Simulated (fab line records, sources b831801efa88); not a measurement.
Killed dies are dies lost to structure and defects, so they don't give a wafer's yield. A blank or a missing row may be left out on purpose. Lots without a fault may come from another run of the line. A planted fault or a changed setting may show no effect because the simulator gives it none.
fab line records | flow sky130
record lots=5 wafers=15 last_day=51
route steps=708 shown POLY_GATE@205 RES_PROTECT@206 LDD_N@237
lots that met no fault: from a run of the same line without faults
start_h: hours from the record's first day to the start of the lot's first wafer shown | wait_h: hours since the lot's step before | " the same as in the row above | L1.1+2: a row that stands for several wafers | - no value, or no start given | * or withheld: withheld | < > ~ a bound
route shown NAME@n: a module of which the file shows steps, and the number in the route of the first | usual: mean/standard deviation of fault-free wafers | same: alike in all rows | chamber/n: place in a boat | sites: the reading at each site | _std_site: their standard deviation | _edge_site: outer sites' mean less inner sites' | radius_mm: how far each site lies from the wafer's centre | mask NAME#n: copy n | behind: the tool/chamber that last shaped the wafer | hold: why the lot was held/for how many hours/how that ended | device: the transistor (n, p or np) that didn't switch | end of line: the same wafers' tests at the end of the route | a step without rows: its recipe alone | killed: dies lost to structure and defects at the first sort, not the wafer's yield | map: a wafer's dies, x killed, . not, _ none there
set.NAME: the setting as run; set.NAME@STEP: as run at that earlier step | model.NAME: the simulator's own value behind a step, which no gauge read
lots at some steps of the route; a table a step, a row a wafer
services: from which hour (start_h, from the record's first day; less than 0 if before it) a tool's chamber was out of use, for how many hours, and why
## steps
# step SKY_POLY_GATE_THK_MEAS_01
# recipe reads=poly-Si_of_POLY_GATE_CVD_00
# usual POLY_GATE_CVD_00_THK=179.4/1.8
# columns lot.wafer tool chamber start_h wait_h POLY_GATE_CVD_00_THK[nm]
L074.2 film_metro-01 - 303.58 0.0 181.9
L074.5 " - " " 182.3
L074.6 " - " " 181.9
L075.3 film_metro-01 - 312.29 0.0 179.0
L075.4 " - " " 179.2
L075.6 " - " " 179.8
L092.1 film_metro-01 - 480.64 0.0 179.7
L092.2 " - " " 178.2
L092.4 " - " " 178.7
L096.2 film_metro-01 - 502.65 0.0 178.2
L096.4 " - " " 178.9
L096.6 " - " " 178.4
L097.3 film_metro-04 - 552.00 0.0 180.1
L097.5 " - " " 179.5
L097.6 " - " " 178.5
# step SKY_RES_PROTECT_DEHYDRATE_00
# recipe temp_c=200 time_s=60
# same time_s=60
# columns lot.wafer tool chamber start_h wait_h
L074.2+5+6 litho_track-03 0 315.97 12.4
L075.3+4+6 litho_track-01 0 325.22 12.9
L092.1+2+4 litho_track-03 0 494.84 14.2
L096.2+4+6 litho_track-03 0 517.47 14.8
L097.3+5+6 litho_track-01 0 565.62 13.6
# step SKY_RES_PROTECT_HMDS_01
# recipe prime_time_s=60 prime_temp_c=120
# usual prime_temp_c=120.04/0.11
# columns lot.wafer tool chamber start_h wait_h prime_temp_c
L074.2 litho_track-03 0 316.12 0.1 119.96
L074.5 " 0 " " 119.95
L074.6 " 0 " " 120.14
L075.3 litho_track-01 0 325.37 0.1 120.05
L075.4 " 0 " " 120.10
L075.6 " 0 " " 120.06
L092.1 litho_track-03 0 494.99 0.1 120.12
L092.2 " 0 " " 120.05
L092.4 " 0 " " 120.13
L096.2 litho_track-03 0 517.62 0.1 120.01
L096.4 " 0 " " 120.04
L096.6 " 0 " " 120.01
L097.3 litho_track-01 0 565.77 0.1 120.12
L097.5 " 0 " " 120.22
L097.6 " 0 " " 120.29
# step SKY_RES_PROTECT_COAT_02
# recipe resist=NOVOLAK spin_rpm=3000 resist_thk_nm=1140
# columns lot.wafer tool chamber start_h wait_h
L074.2+5+6 litho_track-03 0 316.27 0.1
L075.3+4+6 litho_track-01 0 325.52 0.1
L092.1+2+4 litho_track-03 0 495.14 0.1
L096.2+4+6 litho_track-03 0 517.77 0.1
L097.3+5+6 litho_track-01 0 565.92 0.1
# step SKY_RES_PROTECT_SOFTBAKE_03
# recipe temp_c=90 time_s=60 resist=NOVOLAK
# same time_s=60
# columns lot.wafer tool chamber start_h wait_h
L074.2+5+6 litho_track-03 0 316.42 0.1
L075.3+4+6 litho_track-01 0 325.67 0.1
L092.1+2+4 litho_track-03 0 495.29 0.1
L096.2+4+6 litho_track-03 0 517.92 0.1
L097.3+5+6 litho_track-01 0 566.07 0.1
# step SKY_RES_PROTECT_EXPOSE_04
# recipe mask_id=RPM na=0.6 source_shape=conventional sigma_outer=0.6 polarization=unpolarized target_cd_nm=1270 dose_mj=131
# usual exposure_dose_mJ_cm2=131.00/0.11
# columns lot.wafer tool chamber start_h wait_h mask exposure_dose_mJ_cm2
L074.2 iline_stepper-01 0 - - RPM#0 131.16
L074.5 " 0 " " RPM#0 131.11
L074.6 " 0 " " RPM#0 131.05
L075.3 iline_stepper-01 0 - - RPM#0 131.04
L075.4 " 0 " " RPM#0 130.96
L075.6 " 0 " " RPM#0 131.05
L092.1 iline_stepper-02 0 - - RPM#0 130.96
L092.2 " 0 " " RPM#0 130.79
L092.4 " 0 " " RPM#0 131.22
L096.2 iline_stepper-02 0 - - RPM#0 131.05
L096.4 " 0 " " RPM#0 130.93
L096.6 " 0 " " RPM#0 130.85
L097.3 iline_stepper-01 0 - - RPM#0 131.11
L097.5 " 0 " " RPM#0 131.06
L097.6 " 0 " " RPM#0 131.19
# step SKY_RES_PROTECT_PEB_05
# recipe temp_c=withheld time_s=* resist=NOVOLAK
# same time_s=*
# columns lot.wafer tool chamber start_h wait_h
L074.2+5+6 litho_track-03 0 - -
L075.3+4+6 litho_track-01 0 - -
L092.1+2+4 litho_track-03 0 - -
L096.2+4+6 litho_track-01 0 - -
L097.3+5+6 litho_track-03 0 - -
# step SKY_RES_PROTECT_DEVELOP_06
# recipe resist=NOVOLAK developer=TMAH develop_time_s=60 dev_temp_c=23
# columns lot.wafer tool chamber start_h wait_h
L074.2+5+6 litho_track-03 0 329.62 0.1
L075.3+4+6 litho_track-01 0 338.52 0.1
L092.1+2+4 litho_track-03 0 510.64 0.1
L096.2+4+6 litho_track-01 0 532.54 0.1
L097.3+5+6 litho_track-03 0 580.54 0.1
# step SKY_POLY_GATE_IMPLANT_02
# recipe species=P energy_kev=30 dose_cm2=7.7e+15 tilt_deg=0
# usual dose_ions_cm2=7.699e+15/8.6e+12
# columns lot.wafer tool chamber start_h wait_h dose_ions_cm2
L074.2 implanter-01 0 329.77 0.1 7.686e+15
L074.5 " 0 " " 7.688e+15
L074.6 " 0 " " 7.696e+15
L075.3 implanter-02 0 338.67 0.1 7.7e+15
L075.4 " 0 " " 7.705e+15
L075.6 " 0 " " 7.706e+15
L092.1 implanter-02 0 510.79 0.1 7.694e+15
L092.2 " 0 " " 7.687e+15
L092.4 " 0 " " 7.7e+15
L096.2 implanter-01 0 532.78 0.2 7.712e+15
L096.4 " 0 " " 7.701e+15
L096.6 " 0 " " 7.715e+15
L097.3 implanter-01 0 580.69 0.1 7.693e+15
L097.5 " 0 " " 7.691e+15
L097.6 " 0 " " 7.699e+15
# step SKY_RES_PROTECT_STRIP_07
# recipe chemistry=O2/N2 power_w=1400 pressure_mtorr=1500 platen_temp_c=withheld o2_flow_sccm=3000 n2_flow_sccm=300 overash_fraction=0.5
# usual drypump_motor_current_A=5.6/0.34 n2_flow_sccm=300.0/0.83 oes_product_au=0.518/0.0046 strip_time_to_endpoint_s=23.32/0.042
# columns lot.wafer tool chamber start_h wait_h drypump_motor_current_A n2_flow_sccm oes_product_au rf_hours_counter_h strip_time_to_endpoint_s
L074.2 plasma_asher-04 1 329.89 0.1 5.3 300.8 0.517 53 23.31
L074.5 " 1 " " 5.3 301.8 0.512 - 23.34
L074.6 " 0 " " 5.4 300.7 0.514 - 23.31
L075.3 plasma_asher-04 0 338.80 0.1 5.4 299.1 0.526 - 23.29
L075.4 " 1 " " 5.3 299.0 0.523 - 23.30
L075.6 " 1 " " 5.3 298.8 0.516 - 23.32
L092.1 plasma_asher-04 0 510.94 0.1 5.3 299.9 0.516 71 23.29
L092.2 " 1 " " 5.3 299.6 0.518 71 23.27
L092.4 " 1 " " 5.3 301.2 0.517 - 23.28
L096.2 plasma_asher-01 0 532.90 0.1 6.7 299.9 0.524 84 23.32
L096.4 " 0 " " 6.7 298.8 0.514 - 23.29
L096.6 " 1 " " 5.7 298.7 0.519 - 23.33
L097.3 plasma_asher-04 0 580.82 0.1 5.3 299.4 0.519 - 23.32
L097.5 " 1 " " 5.3 300.6 0.520 - 23.32
L097.6 " 0 " " 5.4 300.4 0.519 - 23.29
# step SKY_RES_PROTECT_TW_MEAS_08
# usual POLY_GATE_TW=4042/22
# columns lot.wafer tool chamber start_h wait_h POLY_GATE_TW
L074.2 film_metro-02 - 330.00 0.1 4047
L074.5 " - " " 4058
L074.6 " - " " 4041
L075.3 film_metro-01 - 338.89 0.1 4023
L075.4 " - " " 3989
L075.6 " - " " 4031
L092.1 film_metro-02 - 511.04 0.1 4017
L092.2 " - " " 4023
L092.4 " - " " 4030
L096.2 film_metro-02 - 533.01 0.1 4042
L096.4 " - " " 4051
L096.6 " - " " 4081
L097.3 film_metro-01 - 580.91 0.1 4014
L097.5 " - " " 4017
L097.6 " - " " 4012
# step SKY_RES_PROTECT_CLEAN_09
# recipe chemistry=SC1/SC2 mix=1:4:20 temp_c=70 time_s=150 dry=n2_spin
# same time_s=150
# columns lot.wafer tool chamber start_h wait_h
L074.2+5+6 wet_bench-01 0 330.05 0.0
L075.3+4+6 wet_bench-01 2 338.93 0.0
L092.1+2+4 wet_bench-03 0 511.10 0.1
L096.2+4+6 wet_bench-01 0 533.06 0.0
L097.3+5+6 wet_bench-02 3 580.95 0.0
# step SKY_POLY_GATE_CVD_03
# recipe material=Si3N4 precursor=DCS/NH3 target_thk_nm=75 temp_c=770 time_s=1290 pressure_mtorr=250
# usual susceptor_temp_C=770.0/0.35 zone_power_top_pct=23.07/0.29 zone_power_upper_pct=11.9/1
# same time_s=1290
# columns lot.wafer tool chamber start_h wait_h susceptor_temp_C zone_power_top_pct zone_power_upper_pct
L074.2 lpcvd-02 1 330.11 0.0 769.8 23.08 11.0
L074.5 " 1 " " 769.9 23.06 11.2
L074.6 " 1 " " 769.6 23.26 11.2
L075.3 lpcvd-02 0 339.04 0.1 770.1 22.98 13.1
L075.4 " 0 " " 769.6 22.89 13.3
L075.6 " 0 " " 770.0 23.07 13.2
L092.1 lpcvd-02 0 511.20 0.0 770.1 22.94 12.9
L092.2 " 0 " " 770.0 22.92 13.3
L092.4 " 0 " " 770.2 23.02 13.5
L096.2 lpcvd-02 1 533.11 0.0 770.2 23.47 11.2
L096.4 " 1 " " 769.8 23.43 11.1
L096.6 " 1 " " 770.5 23.15 11.1
L097.3 lpcvd-02 1 581.01 0.0 769.9 23.27 11.0
L097.5 " 1 " " 769.8 23.14 11.2
L097.6 " 1 " " 769.9 23.18 10.9
# step SKY_POLY_GATE_THK_MEAS_04
# recipe reads=Si3N4_of_POLY_GATE_CVD_03
# usual POLY_GATE_CVD_03_THK=74.4/0.74
# columns lot.wafer tool chamber start_h wait_h POLY_GATE_CVD_03_THK[nm]
L074.2 film_metro-03 - 331.48 0.0 75.0
L074.5 " - " " 75.6
L074.6 " - " " 75.8
L075.3 film_metro-03 - 340.41 0.0 75.7
L075.4 " - " " 75.4
L075.6 " - " " 74.9
L092.1 film_metro-01 - 512.56 0.0 75.1
L092.2 " - " " 75.6
L092.4 " - " " 75.6
L096.2 film_metro-03 - 534.48 0.0 73.5
L096.4 " - " " 73.8
L096.6 " - " " 73.3
L097.3 film_metro-03 - 582.38 0.0 74.8
L097.5 " - " " 75.2
L097.6 " - " " 75.5
# step SKY_POLY_GATE_DEHYDRATE_05
# recipe temp_c=200 time_s=60
# same time_s=60
# columns lot.wafer tool chamber start_h wait_h
L074.2+5+6 litho_track-02 0 344.24 12.8
L075.3+4+6 litho_track-02 0 353.37 12.9
L092.1+2+4 litho_track-02 0 527.21 14.6
L096.2+4+6 litho_track-02 0 549.64 15.1
L097.3+5+6 litho_track-02 0 596.46 14.1
# step SKY_POLY_GATE_HMDS_06
# recipe prime_time_s=60 prime_temp_c=120
# usual prime_temp_c=120.00/0.13
# columns lot.wafer tool chamber start_h wait_h prime_temp_c
L074.2 litho_track-02 0 344.39 0.1 120.23
L074.5 " 0 " " 120.11
L074.6 " 0 " " 120.18
L075.3 litho_track-02 0 353.52 0.1 119.94
L075.4 " 0 " " 119.91
L075.6 " 0 " " 119.83
L092.1 litho_track-02 0 527.36 0.1 119.88
L092.2 " 0 " " 120.10
L092.4 " 0 " " 119.92
L096.2 litho_track-02 0 549.79 0.1 120.06
L096.4 " 0 " " 120.07
L096.6 " 0 " " 119.97
L097.3 litho_track-02 0 596.61 0.1 119.89
L097.5 " 0 " " 119.92
L097.6 " 0 " " 120.00
# step SKY_POLY_GATE_COAT_07
# recipe resist=BARC temp_c=withheld time_s=withheld spin_rpm=3000 resist_thk_nm=110
# columns lot.wafer tool chamber start_h wait_h
L074.2+5+6 litho_track-02 0 344.54 0.1
L075.3+4+6 litho_track-02 0 353.67 0.1
L092.1+2+4 litho_track-02 0 527.51 0.1
L096.2+4+6 litho_track-02 0 549.94 0.1
L097.3+5+6 litho_track-02 0 596.76 0.1
# step SKY_POLY_GATE_COAT_08
# recipe resist=KrF-thick spin_rpm=3000 resist_thk_nm=450
# columns lot.wafer tool chamber start_h wait_h
L074.2+5+6 litho_track-02 0 - -
L075.3+4+6 litho_track-02 0 - -
L092.1+2+4 litho_track-02 0 - -
L096.2+4+6 litho_track-02 0 - -
L097.3+5+6 litho_track-02 0 - -
# step SKY_POLY_GATE_SOFTBAKE_09
# recipe temp_c=100 time_s=90 resist=KrF-thick
# same time_s=90
# columns lot.wafer tool chamber start_h wait_h
L074.2+5+6 litho_track-02 0 - -
L075.3+4+6 litho_track-02 0 - -
L092.1+2+4 litho_track-02 0 - -
L096.2+4+6 litho_track-02 0 - -
L097.3+5+6 litho_track-02 0 - -
# step SKY_POLY_GATE_EXPOSE_10
# recipe mask_id=P1M na=0.68 source_shape=conventional sigma_outer=0.6 target_cd_nm=150 dose_mj=28
# usual exposure_dose_mJ_cm2=27.990/0.029
# columns lot.wafer tool chamber start_h wait_h mask exposure_dose_mJ_cm2
L074.2 krf_scanner-01 0 - - P1M#0 28.033
L074.5 " 0 " " P1M#0 27.980
L074.6 " 0 " " P1M#0 28.000
L075.3 krf_scanner-01 0 - - P1M#0 27.961
L075.4 " 0 " " P1M#0 28.016
L075.6 " 0 " " P1M#0 27.982
L092.1 krf_scanner-01 0 - - P1M#0 27.946
L092.2 " 0 " " P1M#0 27.940
L092.4 " 0 " " P1M#0 27.914
L096.2 krf_scanner-02 0 - - P1M#0 27.994
L096.4 " 0 " " P1M#0 28.015
L096.6 " 0 " " P1M#0 28.029
L097.3 krf_scanner-02 0 - - P1M#0 28.051
L097.5 " 0 " " P1M#0 28.012
L097.6 " 0 " " P1M#0 28.019
# step SKY_POLY_GATE_PEB_11
# recipe peb_temp_c=withheld peb_time_s=withheld resist=KrF-thick
# columns lot.wafer tool chamber start_h wait_h
L074.2+5+6 litho_track-04 0 - -
L075.3+4+6 litho_track-03 0 - -
L092.1+2+4 litho_track-03 0 - -
L096.2+4+6 litho_track-02 0 - -
L097.3+5+6 litho_track-03 0 - -
# step SKY_POLY_GATE_DEVELOP_12
# recipe develop_time_s=60 resist=KrF-thick dev_temp_c=21
# columns lot.wafer tool chamber start_h wait_h
L074.2+5+6 litho_track-04 0 - -
L075.3+4+6 litho_track-03 0 - -
L092.1+2+4 litho_track-03 0 - -
L096.2+4+6 litho_track-02 0 - -
L097.3+5+6 litho_track-03 0 - -
# step SKY_POLY_GATE_CD_MEAS_13
# recipe target_cd_nm=150
# usual cd_nm=149.9/2
# columns lot.wafer tool chamber start_h wait_h cd_nm
L074.2 cd_sem-01 - 358.42 - 153.5
L074.5 " - " " 151.5
L074.6 " - " " 152.3
L075.3 cd_sem-02 - 367.53 - 145.0
L075.4 " - " " 147.2
L075.6 " - " " 146.4
L092.1 cd_sem-02 - 543.79 - 150.3
L092.2 " - " " 149.0
L092.4 " - " " 148.2
L096.2 cd_sem-01 - 564.63 - 152.9
L096.4 " - " " 150.3
L096.6 " - " " 151.7
L097.3 cd_sem-02 - 612.08 - 151.4
L097.5 " - " " 150.7
L097.6 " - " " 151.5
# step SKY_POLY_GATE_OVL_MEAS_14
# usual POLY_GATE_OVL=2/5.7
# columns lot.wafer tool chamber start_h wait_h POLY_GATE_OVL[nm]
L074.2 overlay-01 - 358.52 0.1 5
L074.5 " - " " 1
L074.6 " - " " -1
L075.3 overlay-01 - 367.62 0.1 -1
L075.4 " - " " -3
L075.6 " - " " 7
L092.1 overlay-01 - 543.91 0.1 3
L092.2 " - " " -6
L092.4 " - " " -8
L096.2 overlay-01 - 564.74 0.1 -1
L096.4 " - " " 6
L096.6 " - " " 0
L097.3 overlay-01 - 612.17 0.1 13
L097.5 " - " " 16
L097.6 " - " " 4
# step SKY_POLY_GATE_ETCH_15
# recipe chemistry=N2/H2 target=BARC ion_energy_ev=200 source_w=500 bias_w=100 pressure_mtorr=30 n2_flow_sccm=100 h2_flow_sccm=200 stop_on=SiO2 time_s=118.5 target_depth_a=1100
# usual drypump_motor_current_A=5.6/0.38 n2_flow_sccm=100.0/0.31 oes_product_au=0.716/0.0047 throttle_valve_pct=13.213/0.0094
# same time_s=118.5
# columns lot.wafer tool chamber start_h wait_h drypump_motor_current_A n2_flow_sccm oes_product_au rf_hours_counter_h throttle_valve_pct
L074.2 rie_diel-04 1 358.55 0.0 6.1 99.5 0.711 8 13.240
L074.5 " 3 " " 6.1 100.0 0.726 - 13.208
L074.6 " 1 " " 6.1 99.7 0.717 - 13.207
L075.3 rie_diel-03 0 367.65 0.0 5.2 100.2 0.722 67 13.209
L075.4 " 3 " " 5.9 100.0 0.715 32 13.211
L075.6 " 0 " " 5.1 99.8 0.710 - 13.211
L092.1 rie_diel-04 1 543.95 0.0 6.1 100.2 0.719 12 13.210
L092.2 " 2 " " 5.5 99.9 0.719 4 13.223
L092.4 " 3 " " 6.1 99.6 0.725 1 13.218
L096.2 rie_diel-03 2 564.77 0.0 6.0 100.0 0.713 43 13.203
L096.4 " 3 " " 5.9 99.7 0.721 36 13.206
L096.6 " 0 " " 5.1 100.3 0.712 - 13.205
L097.3 rie_diel-04 1 612.20 0.0 6.1 100.2 0.711 13 13.206
L097.5 " 2 " " 5.5 100.4 0.709 - 13.202
L097.6 " 3 " " 6.1 99.9 0.713 - 13.209
# step SKY_POLY_GATE_ETCH_16
# recipe stop_on=poly-Si chemistry=CH3F/O2 target=Si3N4 source_w=400 bias_w=80 pressure_mtorr=25 ch3f_flow_sccm=40 O2_flow_sccm=30 time_s=147.5 target_depth_a=750
# usual drypump_motor_current_A=5.6/0.38 oes_product_au=0.638/0.0054 throttle_valve_pct=10.535/0.0094
# same time_s=147.5
# columns lot.wafer tool chamber start_h wait_h drypump_motor_current_A oes_product_au rf_hours_counter_h throttle_valve_pct
L074.2 rie_diel-04 1 358.64 0.0 6.1 0.639 8 10.531
L074.5 " 3 " " 6.1 0.640 - 10.545
L074.6 " 1 " " 6.1 0.649 - 10.535
L075.3 rie_diel-03 0 367.73 0.0 5.1 0.650 68 10.542
L075.4 " 3 " " 5.9 0.639 32 10.539
L075.6 " 0 " " 5.1 0.637 - 10.550
L092.1 rie_diel-04 1 544.03 0.0 6.1 0.638 12 10.523
L092.2 " 2 " " 5.5 0.647 4 10.532
L092.4 " 3 " " 6.1 0.637 1 10.528
L096.2 rie_diel-03 2 564.85 0.0 6.0 0.630 44 10.525
L096.4 " 3 " " 5.9 0.637 36 10.538
L096.6 " 0 " " 5.1 0.636 - 10.530
L097.3 rie_diel-04 1 612.28 0.0 6.1 0.634 13 10.532
L097.5 " 2 " " 5.6 0.638 - 10.537
L097.6 " 3 " " 6.1 0.647 - 10.549
# step SKY_POLY_GATE_ETCH_17
# recipe target_depth_nm=180 stop_on=SiO2 over_etch_frac=0.56667 chemistry=HBr/Cl2 target=poly-Si icp_w=400 bias_w=100 pressure_mtorr=10 HBr_flow_sccm=150 Cl2_flow_sccm=50 time_s=70.5
# usual drypump_motor_current_A=5.6/0.54 oes_product_au=0.986/0.0082 throttle_valve_pct=33.683/0.0085
# same time_s=70.5
# columns lot.wafer tool chamber start_h wait_h drypump_motor_current_A oes_product_au rf_hours_counter_h throttle_valve_pct
L074.2 rie_si-01 2 358.74 0.0 5.1 0.995 5 33.688
L074.5 " 0 " " 6.0 0.999 - 33.683
L074.6 " 3 " " 5.3 0.998 - 33.690
L075.3 rie_si-02 2 367.83 0.0 5.5 0.991 1 33.681
L075.4 " 0 " " 6.0 0.983 20 33.693
L075.6 " 1 " " 6.6 0.989 - 33.687
L092.1 rie_si-02 0 544.13 0.0 6.0 0.978 21 33.690
L092.2 " 3 " " 6.0 0.983 30 33.680
L092.4 " 2 " " 5.5 0.969 2 33.671
L096.2 rie_si-02 3 564.95 0.0 6.1 0.996 30 33.686
L096.4 " 2 " " 5.5 0.977 2 33.690
L096.6 " 0 " " 6.0 0.977 - 33.688
L097.3 rie_si-02 1 612.38 0.0 6.6 0.984 21 33.672
L097.5 " 1 " " 6.7 0.985 - 33.688
L097.6 " 2 " " 5.5 0.981 - 33.689
# step SKY_POLY_GATE_STRIP_18
# recipe chemistry=O2/N2 power_w=1400 pressure_mtorr=1500 platen_temp_c=withheld o2_flow_sccm=3000 n2_flow_sccm=300 overash_fraction=0.5
# usual drypump_motor_current_A=5.7/0.49 n2_flow_sccm=300.0/0.92 oes_product_au=0.361/0.0049 strip_time_to_endpoint_s=3.17/0.043
# columns lot.wafer tool chamber start_h wait_h drypump_motor_current_A n2_flow_sccm oes_product_au rf_hours_counter_h strip_time_to_endpoint_s
L074.2 plasma_asher-04 1 358.79 0.0 5.3 301.6 0.363 56 3.18
L074.5 " 0 " " 5.3 300.3 0.358 - 3.11
L074.6 " 1 " " 5.3 301.7 0.370 - 3.17
L075.3 plasma_asher-03 0 367.92 0.1 6.1 301.2 0.369 - 3.21
L075.4 " 1 " " 5.3 299.9 0.360 - 3.25
L075.6 " 0 " " 6.1 299.9 0.364 - 3.20
L092.1 plasma_asher-04 0 544.18 0.0 5.3 298.0 0.360 74 3.19
L092.2 " 1 " " 5.3 299.9 0.359 74 3.16
L092.4 " 0 " " 5.3 299.8 0.361 - 3.21
L096.2 plasma_asher-04 0 565.01 0.0 5.4 300.6 0.366 76 3.18
L096.4 " 1 " " 5.3 299.3 0.361 - 3.22
L096.6 " 0 " " 5.4 299.8 0.360 - 3.19
L097.3 plasma_asher-01 0 612.47 0.1 6.7 301.0 0.355 - 3.21
L097.5 " 0 " " 6.7 301.2 0.355 - 3.19
L097.6 " 1 " " 5.7 298.2 0.363 - 3.22
# step SKY_POLY_GATE_CLEAN_19
# recipe chemistry=SC1/SC2 mix=1:4:20 temp_c=70 time_s=150 dry=n2_spin
# same time_s=150
# columns lot.wafer tool chamber start_h wait_h
L074.2+5+6 wet_bench-04 1 358.89 0.1
L075.3+4+6 wet_bench-02 0 367.99 0.0
L092.1+2+4 wet_bench-02 1 544.28 0.1
L096.2+4+6 wet_bench-02 2 565.11 0.1
L097.3+5+6 wet_bench-04 1 612.53 0.0
# step SKY_POLY_GATE_OXIDATION_20
# recipe temp_c=850 ambient=O2 stabilise_s=600 purge_s=300 target_thk_a=40 ox_time_s=899
# usual zone_power_top_pct=30.5/0.77 zone_power_upper_pct=16.19/0.24
# same ox_time_s=899
# columns lot.wafer tool chamber start_h wait_h zone_power_top_pct zone_power_upper_pct
L074.2 furnace-01 0 358.94 0.0 30.0 15.96
L074.5 " 0 " " 31.0 16.19
L074.6 " 0 " " 30.1 16.09
L075.3 furnace-02 0 370.10 2.1 32.3 16.66
L075.4 " 0 " " 32.4 16.72
L075.6 " 0 " " 32.1 16.75
L092.1 furnace-01 0 544.33 0.0 30.3 16.07
L092.2 " 0 " " 30.5 15.87
L092.4 " 0 " " 30.1 16.26
L096.2 furnace-01 0 565.44 0.3 29.4 16.07
L096.4 " 0 " " 30.4 16.16
L096.6 " 0 " " 30.0 15.86
L097.3 furnace-01 0 613.22 0.6 30.4 15.73
L097.5 " 0 " " 30.6 15.91
L097.6 " 0 " " 30.5 16.33
# step SKY_POLY_GATE_THK_MEAS_21
# recipe reads=SiO2_of_POLY_GATE_OXIDATION_20
# usual POLY_GATE_OXIDATION_THK=4.02/0.069
# columns lot.wafer tool chamber start_h wait_h POLY_GATE_OXIDATION_THK[nm]
L074.2 film_metro-01 - 360.20 0.0 4.10
L074.5 " - " " 4.11
L074.6 " - " " 4.07
L075.3 film_metro-01 - 371.37 0.0 3.91
L075.4 " - " " 3.86
L075.6 " - " " 3.97
L092.1 film_metro-04 - 545.58 0.0 4.18
L092.2 " - " " 4.08
L092.4 " - " " 4.11
L096.2 film_metro-01 - 566.70 0.0 3.90
L096.4 " - " " 3.96
L096.6 " - " " 3.89
L097.3 film_metro-01 - 614.49 0.0 4.07
L097.5 " - " " 4.06
L097.6 " - " " 4.02
# step SKY_POLY_GATE_CD_MEAS_22
# usual cd_nm=149.4/2.8
# columns lot.wafer tool chamber start_h wait_h cd_nm
L074.2 cd_sem-02 - 360.28 0.1 155.7
L074.5 " - " " 151.8
L074.6 " - " " 153.0
L075.3 cd_sem-02 - 371.47 0.1 141.7
L075.4 " - " " 148.0
L075.6 " - " " 141.8
L092.1 cd_sem-01 - 545.64 0.1 151.7
L092.2 " - " " 147.4
L092.4 " - " " 146.5
L096.2 cd_sem-02 - 566.78 0.1 155.3
L096.4 " - " " 153.0
L096.6 " - " " 150.4
L097.3 cd_sem-02 - 614.59 0.1 151.5
L097.5 " - " " 146.9
L097.6 " - " " 150.7
# step SKY_LDD_N_DEHYDRATE_00
# recipe temp_c=200 time_s=60
# same time_s=60
# columns lot.wafer tool chamber start_h wait_h
L074.2+5+6 litho_track-04 0 374.22 13.9
L075.3+4+6 litho_track-01 0 385.37 13.9
L092.1+2+4 litho_track-01 0 560.47 14.8
L096.2+4+6 litho_track-03 0 580.67 13.9
L097.3+5+6 litho_track-01 0 628.47 13.9
# step SKY_LDD_N_HMDS_01
# recipe prime_time_s=60 prime_temp_c=120
# usual prime_temp_c=120.02/0.14
# columns lot.wafer tool chamber start_h wait_h prime_temp_c
L074.2 litho_track-04 0 374.37 0.1 120.04
L074.5 " 0 " " 120.07
L074.6 " 0 " " 119.96
L075.3 litho_track-01 0 385.52 0.1 120.12
L075.4 " 0 " " 120.16
L075.6 " 0 " " 120.14
L092.1 litho_track-01 0 560.62 0.1 120.04
L092.2 " 0 " " 120.20
L092.4 " 0 " " 120.07
L096.2 litho_track-03 0 580.82 0.1 119.89
L096.4 " 0 " " 120.09
L096.6 " 0 " " 120.06
L097.3 litho_track-01 0 628.62 0.1 120.02
L097.5 " 0 " " 119.97
L097.6 " 0 " " 120.20
# step SKY_LDD_N_COAT_02
# recipe resist=NOVOLAK spin_rpm=3000 resist_thk_nm=300
# columns lot.wafer tool chamber start_h wait_h
L074.2+5+6 litho_track-04 0 374.52 0.1
L075.3+4+6 litho_track-01 0 385.67 0.1
L092.1+2+4 litho_track-01 0 560.77 0.1
L096.2+4+6 litho_track-03 0 580.97 0.1
L097.3+5+6 litho_track-01 0 628.77 0.1
# step SKY_LDD_N_SOFTBAKE_03
# recipe temp_c=90 time_s=60 resist=NOVOLAK
# same time_s=60
# columns lot.wafer tool chamber start_h wait_h
L074.2+5+6 litho_track-04 0 374.67 0.1
L075.3+4+6 litho_track-01 0 385.82 0.1
L092.1+2+4 litho_track-01 0 560.92 0.1
L096.2+4+6 litho_track-03 0 581.12 0.1
L097.3+5+6 litho_track-01 0 628.92 0.1
# step SKY_LDD_N_EXPOSE_04
# recipe mask_id=NTM target_cd_nm=840 na=0.6 source_shape=conventional sigma_outer=0.6 dose_mj=110
# usual exposure_dose_mJ_cm2=110.02/0.12
# columns lot.wafer tool chamber start_h wait_h mask exposure_dose_mJ_cm2
L074.2 iline_stepper-01 0 - - NTM#0 110.04
L074.5 " 0 " " NTM#0 110.20
L074.6 " 0 " " NTM#0 110.12
L075.3 iline_stepper-01 0 - - NTM#0 110.18
L075.4 " 0 " " NTM#0 110.03
L075.6 " 0 " " NTM#0 110.09
L092.1 iline_stepper-02 0 - - NTM#0 110.29
L092.2 " 0 " " NTM#0 110.35
L092.4 " 0 " " NTM#0 110.36
L096.2 iline_stepper-02 0 - - NTM#0 109.96
L096.4 " 0 " " NTM#0 110.00
L096.6 " 0 " " NTM#0 110.14
L097.3 iline_stepper-02 0 - - NTM#0 109.85
L097.5 " 0 " " NTM#0 109.93
L097.6 " 0 " " NTM#0 109.84
# step SKY_LDD_N_PEB_05
# recipe temp_c=withheld time_s=* resist=NOVOLAK
# same time_s=*
# columns lot.wafer tool chamber start_h wait_h
L074.2+5+6 litho_track-01 0 - -
L075.3+4+6 litho_track-03 0 - -
L092.1+2+4 litho_track-01 0 - -
L096.2+4+6 litho_track-04 0 - -
L097.3+5+6 litho_track-01 0 - -
# step SKY_LDD_N_DEVELOP_06
# recipe develop_time_s=60 dev_temp_c=23
# columns lot.wafer tool chamber start_h wait_h
L074.2+5+6 litho_track-01 0 389.19 0.1
L075.3+4+6 litho_track-03 0 400.04 0.1
L092.1+2+4 litho_track-01 0 574.52 0.1
L096.2+4+6 litho_track-04 0 595.27 0.1
L097.3+5+6 litho_track-01 0 643.07 0.1
## services
# columns tool chamber start_h hours kind
iline_stepper-01 - 297.10 1.4 repair
iline_stepper-01 - 305.61 1.7 pm
rie_diel-03 0 339.34 4.8 repair
rie_diel-03 - 352.61 2.8 pm
furnace-01 - 360.19 2.4 pm
lpcvd-02 - 361.56 0.4 repair
furnace-01 - 365.51 3.9 pm
furnace-01 - 373.65 2.8 pm
rie_diel-04 2 373.76 3.9 repair
lpcvd-02 - 385.70 0.6 repair
rie_diel-04 0 386.23 7.1 repair
rie_diel-03 0 407.09 3.6 repair
plasma_asher-04 - 425.99 0.6 repair
rie_diel-04 3 432.95 13.7 repair
iline_stepper-02 - 475.22 1.7 pm
rie_diel-04 - 488.85 2.8 pm
plasma_asher-04 - 518.61 0.8 repair
iline_stepper-01 - 523.85 1.7 pm
plasma_asher-04 - 535.12 7.9 repair
iline_stepper-02 - 609.21 4.6 repair
iline_stepper-01 - 620.91 8.9 pm
rie_diel-04 0 622.05 2.9 repair
iline_stepper-02 - 635.95 4.4 repair
iline_stepper-02 - 640.91 6.1 repair
## key
fault none
